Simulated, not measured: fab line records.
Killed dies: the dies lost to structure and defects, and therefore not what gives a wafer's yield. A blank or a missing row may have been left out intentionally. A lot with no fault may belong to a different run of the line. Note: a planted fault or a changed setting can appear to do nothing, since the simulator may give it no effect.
Which tool was responsible? | flow sky130 | 11 lots, 33 wafers sampled, at 5 steps of a route of 708

## WHAT THE GAUGES SHOWED, per wafer
SKY_VIA2_RS_MEAS_22: the measuring method here is four-point-probe. Usual: for VIA2_W_RS the level is 0.2725 ohm/sq and the standard deviation is 0.0028.
lot  | measured     | on            | VIA2_W_RS (ohm/sq)   | flag
L509 | day 36 12:08 | film_metro-03 | 0.2675 0.2683 0.2684 |
L508 | day 36 14:34 | film_metro-01 | 0.2657 0.2700 0.2667 |
L510 | day 37 01:10 | film_metro-03 | 0.2707 0.2718 0.2713 |
L513 | day 38 15:05 | film_metro-04 | 0.2752 0.2737 0.2734 |
L517 | day 39 06:07 | film_metro-03 | 0.2733 0.2722 0.2715 |
L521 | day 40 15:07 | film_metro-03 | 0.2780 0.2735 0.2744 |
L524 | day 41 07:14 | film_metro-01 | 0.2726 0.2736 0.2723 |
L526 | day 41 12:10 | film_metro-04 | 0.2727 0.2710 0.2714 |
L529 | day 42 14:47 | film_metro-03 | 0.2719 0.2700 0.2705 |
L530 | day 42 20:46 | film_metro-04 | 0.2704 0.2726 0.2727 |
L531 | day 43 02:31 | film_metro-04 | 0.2739 0.2772 0.2742 |

SKY_CAPM_THK_MEAS_01. Usual: for CAPM_CVD_00_THK the level is 15.51 nm and the standard deviation is 0.2.
lot  | measured     | on            | CAPM_CVD_00_THK (nm)                | flag
L509 | day 36 12:47 | film_metro-04 | 15.37 15.09 15.57                   |
L508 | day 36 15:13 | film_metro-03 | 15.41 15.43 15.53                   |
L510 | day 37 01:49 | film_metro-04 | 15.51 15.59 15.98                   |
L513 | day 38 15:43 | film_metro-03 | 15.40 15.56 15.72                   |
L517 | day 39 07:05 | film_metro-03 | 15.46 15.87 15.65                   |
L521 | day 40 15:46 | film_metro-04 | 15.34 15.69 15.68                   |
L524 | day 41 07:52 | film_metro-04 | 15.39 15.64 15.70                   |
L526 | day 41 13:01 | film_metro-02 | 15.48 16.11 15.57                   |
L529 | day 42 15:25 | film_metro-04 | 15.35 15.74 16.37 15.32 15.77 16.36 |
L530 | day 42 22:40 | film_metro-04 | 16.25 15.27 16.34 16.23 15.27 16.33 |
L531 | day 43 03:10 | film_metro-04 | 15.29 15.93 15.72                   |

SKY_CAPM_OVL_MEAS_12. Usual: for CAPM_OVL the level is 0.9 nm and the standard deviation is 1.4.
lot  | measured     | on         | CAPM_OVL (nm)  | flag
L509 | day 37 14:22 | overlay-02 | -1.2 -1.0 -2.1 |
L508 | day 37 16:47 | overlay-02 | 0.2 0.1 -0.4   |
L510 | day 38 03:34 | overlay-02 | 1.8 2.0 2.4    |
L513 | day 39 16:53 | overlay-02 | 2.9 2.1 3.0    |
L517 | day 40 07:32 | overlay-01 | -1.4 -0.7 -1.1 |
L521 | day 41 16:13 | overlay-01 | 0.6 2.3 1.5    |
L524 | day 42 07:55 | overlay-01 | 1.6 2.4 1.5    |
L526 | day 42 12:41 | overlay-02 | 2.4 2.1 1.9    |
L529 | day 43 14:20 | overlay-01 | 0.1 1.0 0.4    |
L530 | day 43 21:55 | overlay-02 | -0.7 -0.7 -2.6 |
L531 | day 44 02:25 | overlay-01 | -0.6 -0.2 0.2  |

## WHICH TOOL RAN EACH LOT (tool, then ch and the chambers of the sampled wafers, then the start)
lot  | SKY_METAL3_SPUTTER_01        | SKY_CAPM_CVD_00
L509 | pvd_sputter-04, day 36 12:37 | pecvd-01 ch 0,1,2, day 36 12:45
L508 | pvd_sputter-04, day 36 15:04 | pecvd-04 ch 1,2, day 36 15:12
L510 | pvd_sputter-01, day 37 01:40 | pecvd-03 ch 0,2, day 37 01:48
L513 | pvd_sputter-01, day 38 15:33 | pecvd-04 ch 1,2, day 38 15:41
L517 | pvd_sputter-03, day 39 06:55 | pecvd-03 ch 0,1, day 39 07:03
L521 | pvd_sputter-03, day 40 15:37 | pecvd-04 ch 1,2, day 40 15:45
L524 | pvd_sputter-03, day 41 07:42 | pecvd-04 ch 0,1, day 41 07:50
L526 | pvd_sputter-03, day 41 12:50 | pecvd-01 ch 1,2, day 41 12:59
L529 | pvd_sputter-01, day 42 15:14 | pecvd-03 ch 0,1,2, day 42 15:22
L530 | pvd_sputter-03, day 42 22:31 | pecvd-03 ch 1,2, day 42 22:39
L531 | pvd_sputter-04, day 43 03:01 | pecvd-04 ch 0,2, day 43 03:08
- SKY_METAL3_SPUTTER_01: material TiN, target thk 20 nm, time 16.7 s.
- SKY_CAPM_CVD_00: deposits SiO2, target thk 15.5 nm.

## AS READ BY THE TOOLS THEMSELVES (means over the sampled wafers that have a number; for cases with no such wafer, the mark the record gives instead)
SKY_METAL3_SPUTTER_01. Usual: throttle_valve_pct reads 29.9 % (standard deviation 0.89).
lot  | tool           | throttle_valve_pct (%) | flag
L509 | pvd_sputter-04 | 29.7                   |
L508 | pvd_sputter-04 | 30.1                   |
L510 | pvd_sputter-01 | 29.5                   |
L513 | pvd_sputter-01 | 29.6                   |
L517 | pvd_sputter-03 | 30.2                   |
L521 | pvd_sputter-03 | 29.5                   |
L524 | pvd_sputter-03 | 29.5                   |
L526 | pvd_sputter-03 | 30.0                   |
L529 | pvd_sputter-01 | 30.2                   |
L530 | pvd_sputter-03 | 30.0                   |
L531 | pvd_sputter-04 | 30.3                   |

SKY_CAPM_CVD_00. Usual: heater_power_w 767 W, standard deviation 95; rf_fwd_power_W 442.4 W, standard deviation 2.3.
lot  | tool     | heater_power_w (W) | rf_fwd_power_W (W) | flag
L509 | pecvd-01 | 766                | 443.1              |
L508 | pecvd-04 | 769                | 444.0              |
L510 | pecvd-03 | 908                | 440.5              |
L513 | pecvd-04 | 749                | 444.1              |
L517 | pecvd-03 | 691                | 441.3              |
L521 | pecvd-04 | 748                | 444.0              |
L524 | pecvd-04 | 784                | 442.0              |
L526 | pecvd-01 | 786                | 442.1              |
L529 | pecvd-03 | 820                | 441.5              |
L530 | pecvd-03 | 765                | 439.8              |
L531 | pecvd-04 | 776                | 444.8              |

## THE ANSWER, worked out from the rows above alone
Rule: lot off if the mean of its wafers having a number is beyond 3 standard deviations from the usual mean. A lot without any number at a reading at which 4 lots or more have one is off too. The other lots that the step has rows for count as sound. After the gauges, taken in route order, come the tools' own readings; for these a lot's mean is taken, as printed above. The first step at which some lot is off is used, and at that step the reading that is off furthest; a lot without a number counts as furthest.
Nothing can be told from this: no lot is off at any reading shown.

## WHAT HAD BEEN PUT IN BY THE SIMULATOR
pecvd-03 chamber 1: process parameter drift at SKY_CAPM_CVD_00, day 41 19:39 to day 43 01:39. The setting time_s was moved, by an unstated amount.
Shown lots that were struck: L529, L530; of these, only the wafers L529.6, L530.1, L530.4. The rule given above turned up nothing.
